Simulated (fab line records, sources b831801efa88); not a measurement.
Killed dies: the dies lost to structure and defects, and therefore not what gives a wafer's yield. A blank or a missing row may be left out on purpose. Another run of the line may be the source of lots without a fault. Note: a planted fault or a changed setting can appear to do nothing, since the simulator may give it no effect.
Comparing a struck lot with a sound one + flow sky130 + 15 out of 708 route steps
Sound: wafers L721.1, L721.3, L721.6. Wafers L733.2, L733.3, L733.6 were the ones struck. Last of all comes the cause.
Each step with rows lists, per side, the tool, then ch with its chambers, then its first start. Under that, the readings that differ: sound wafers + struck wafers + difference of the means + sigmas: that difference in standard deviations of wafers without a fault.
alike: readings with means less than 2 such deviations apart, plus words and numbers identical on both sides. not compared: withheld readings, readings lacking a value on some wafer, bounds such as >300 that could conceal the same value, and numbers that have no deviation in the record and whose values overlap.
The two part at a step that has a row with sigmas, a row that says differs or no value, or rows on one side only. Numbers that don't overlap but have no deviation are shown without sigmas and don't part them. A reading that every wafer of one side lacks parts them only if that side has two wafers or more.

first, 8 steps without rows for these wafers: SKY_VIA3_DEHYDRATE_04 (time 60 s); SKY_VIA3_HMDS_05 (prime time 60 s); SKY_VIA3_COAT_06 (resist thk 60 nm); SKY_VIA3_COAT_07 (resist thk 450 nm); SKY_VIA3_SOFTBAKE_08 (time 90 s); SKY_VIA3_EXPOSE_09 (exposes mask VIM3, target cd 200 nm); SKY_VIA3_PEB_10; SKY_VIA3_DEVELOP_11 (develop time 60 s).
SKY_VIA3_CD_MEAS_12: the cd target is 200 nm.
  sound on cd_sem-02 at day 41 20:19; struck on cd_sem-02 at day 44 19:26
| reading    | sound             | struck            | difference | sigmas |
|------------|-------------------|-------------------|------------|--------|
| cd_nm (nm) | 200.5 199.6 199.5 | 205.0 203.2 203.6 | +4.1       | +3     |
SKY_VIA3_OVL_MEAS_13:
  sound on overlay-02 at day 41 20:26; struck on overlay-01 at day 44 19:33
  alike: VIA3_OVL
SKY_VIA3_ETCH_14: etches BARC in N2/H2, stops on SiO2, time 45.9 s, target depth 60 nm.
  sound on rie_diel-03 ch 0,1, day 41 20:29; struck on rie_diel-03 ch 2,3, day 44 19:35
  alike: drypump_motor_current_A, oes_product_au, rf_fwd_power_W, throttle_valve_pct
  not compared: rf_hours_counter_h
SKY_VIA3_ETCH_15: etches SiO2 in C4F8/O2/Ar, stops on TiN, target depth 507 nm, time 78 s.
  sound on rie_diel-03 ch 0,1, day 41 20:31; struck on rie_diel-03 ch 2,3, day 44 19:37
  alike: oes_product_au, rf_fwd_power_W
  not compared: rf_hours_counter_h
SKY_VIA3_STRIP_16: strips in O2/N2.
  sound on plasma_asher-02 ch 0,1, day 41 20:35; struck on plasma_asher-03 ch 1, day 44 19:41
  no value came back on the struck wafers for chamber_pressure_mTorr (mTorr), drypump_motor_current_A (A), oes_product_au (a.u.), strip_time_to_endpoint_s (s); on the sound wafers chamber_pressure_mTorr (mTorr) reads 1500.6 1502.9 1501.6
| reading                                     | sound | struck          | difference | sigmas |
|---------------------------------------------|-------|-----------------|------------|--------|
| model.KrF-thick_of_VIA3_COAT_07.thk_nm (nm) | 0 0 0 | 287.8 290.2 291 | +289.7     |        |
  not compared: rf_hours_counter_h
then, 1 step without rows for these wafers: SKY_VIA3_STRIP_17 (strips in post etch residue remover, time 1200 s).
-- the record jumps here: 5 days lie between the struck wafers' starts before and after (it left off in module VIA3 and takes up again in module PAD_OPEN, whose first step shown is number 708 of the route) --
SKY_PAD_OPEN_PROBE_99:
  sound on prober-01 at day 47 15:19; struck on prober-02 at day 49 21:54
| reading                  | sound          | struck         | difference | sigmas |
|--------------------------|----------------|----------------|------------|--------|
| defect_limited_yield (%) | 82.9 85.2 81.7 | 0 0 0          | -83        | -42    |
| killed_at_M0_to_M3       | 35 28 48       | 452 449 442    | +411       | +58    |
| killed_dies              | 84 73 90       | 492 492 492    | +410       | +43    |
| killed_on_rim            | 15 10 17       | 96 96 96       | +82        | +19    |
| sort_bin_5_function (%)  | 11.2 7.7 10.0  | 92.7 91.7 91.1 | +82.2      | +59    |
| sort_n_pass              | 408 419 402    | 0 0 0          | -410       | -43    |
| sort_yield_pct (%)       | 82.9 85.2 81.7 | 0 0 0          | -83        | -42    |
  alike: killed_at_M4_up, killed_at_contacts, killed_at_front_end, killed_at_other, killed_open, killed_short, sort_bin_3_pad_short, sort_bin_6_memory

WHERE THEY PART
Earliest at SKY_VIA3_CD_MEAS_12; latest, in this record, at SKY_PAD_OPEN_PROBE_99.

WHY: whatever the simulator had introduced
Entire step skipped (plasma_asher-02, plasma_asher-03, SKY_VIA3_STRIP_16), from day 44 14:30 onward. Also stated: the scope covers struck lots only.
